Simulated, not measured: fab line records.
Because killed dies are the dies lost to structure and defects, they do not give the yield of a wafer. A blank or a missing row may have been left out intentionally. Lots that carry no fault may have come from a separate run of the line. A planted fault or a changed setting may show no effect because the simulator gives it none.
8D (eight disciplines) problem report, filled in by code    flow gf180mcu    the parts of the form that need people (team, actions taken, sign-off) are left out

1. THE PROBLEM
Wafers without a fault read 795.5 W, standard deviation 2.6; rf_fwd_power_W at GF_M3_METAL_ETCH_16 reads a mean of 667.3 W on 4 wafers belonging to 2 lots. That puts it -49 standard deviations away from the usual mean.
The step: etches the open film in Cl2/BCl3, stops on SiO2, target depth 750.8 nm, time 125.1 s.
Earliest sighting: wafer L784.3 on rie_metal-03 at day 25 07:04. Wafers with a number at this step in the record: 33, from 11 lots. Rule for "out" (also "out of limits"): further than 4 standard deviations from the usual mean. All remaining wafers that have a number are taken as sound.

2. WHAT IT IS, AND WHAT IT ISN'T
question                     is                                                  is not
which readings at this step  rf_fwd_power_W, oes_product_au, throttle_valve_pct  drypump_motor_current_A
which lots                   L784, L787                                          L779, L790, L791, L792, L793, L796, L798, L799, L800
which wafers of those lots   L784.3, L784.6, L787.2, L787.4                      L784.1, L787.6
read on which tools          rie_metal-03                                        rie_metal-01, rie_metal-02
when                         from day 25 07:04                                   up to then (4 sound wafers); but 25 sound wafers of L787, L790, L791, L792, L793, L796, L798, L799, L800 came after

3. THE SUSPECTS, EACH WITH WHAT RULES IT OUT
Counting: a tool at a process step up to the reading stays a suspect if it ran every lot that is out. Sound lots after the first of them don't rule it out here, since some wafers of a struck lot are sound.
- pvd_sputter-02 at GF_M3_SPUTTER_00 (material Ti, target thk 37.5 nm, time 150 s): kept. It ran every lot that is out, first L784 (day 24 08:34).
- rie_metal-03 at GF_M3_METAL_ETCH_16 (etches the open film in Cl2/BCl3, stops on SiO2, target depth 750.8 nm, time 125.1 s): kept. It ran every lot that is out, first L784 (day 25 07:04); its last sound lot up to then is L779 (day 23 09:38). On those wafers its own readings are out: oes_product_au, rf_fwd_power_W, throttle_valve_pct.
- Within rie_metal-03 at GF_M3_METAL_ETCH_16, the wafers that are out were processed in chamber 1 and their sound lot-mates in chamber 0.
Left after counting: pvd_sputter-02 at GF_M3_SPUTTER_00, rie_metal-03 at GF_M3_METAL_ETCH_16.

4. THE CAUSE (what the simulator had put in)
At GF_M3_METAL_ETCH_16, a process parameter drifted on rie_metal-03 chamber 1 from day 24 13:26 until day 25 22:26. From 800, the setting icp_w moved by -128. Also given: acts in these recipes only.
This tool is one of the 2 suspects left after counting.

5. SEQUENCE OF EFFECTS, ordered by route
Rows list readings where the struck wafers' mean (over those with a number) sits beyond 3 standard deviations from the usual. Readings are gone through only where the record gives a usual standard deviation; hours: the median, over the lots, of the time from a lot's start at the first step in this table giving one to that lot's start at this step; sigmas: the change measured in usual standard deviations.
hours  step                 reading                   usual       on struck wafers  change  sigmas
0      GF_M3_METAL_ETCH_16  oes_product_au            0.990 a.u.  0.923             -0.067  -9.4
0      GF_M3_METAL_ETCH_16  rf_fwd_power_W            795.5 W     667.3             -128.2  -49
0      GF_M3_METAL_ETCH_16  throttle_valve_pct        28.230 %    28.303            +0.073  +6.6
0      GF_M3_STRIP_17       strip_time_to_endpoint_s  7.39 s      7.78              +0.39   +6.8
It contains these process steps:
- GF_M3_METAL_ETCH_16: etches the open film in Cl2/BCl3, stops on SiO2, target depth 750.8 nm, time 125.1 s.
- GF_M3_STRIP_17: strips in O2/N2.

6. WHAT WOULD HAVE CAUGHT IT SOONER
The fault began at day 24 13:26; the first out-of-limits reading in this record came at day 25 07:04, 18 hours later.
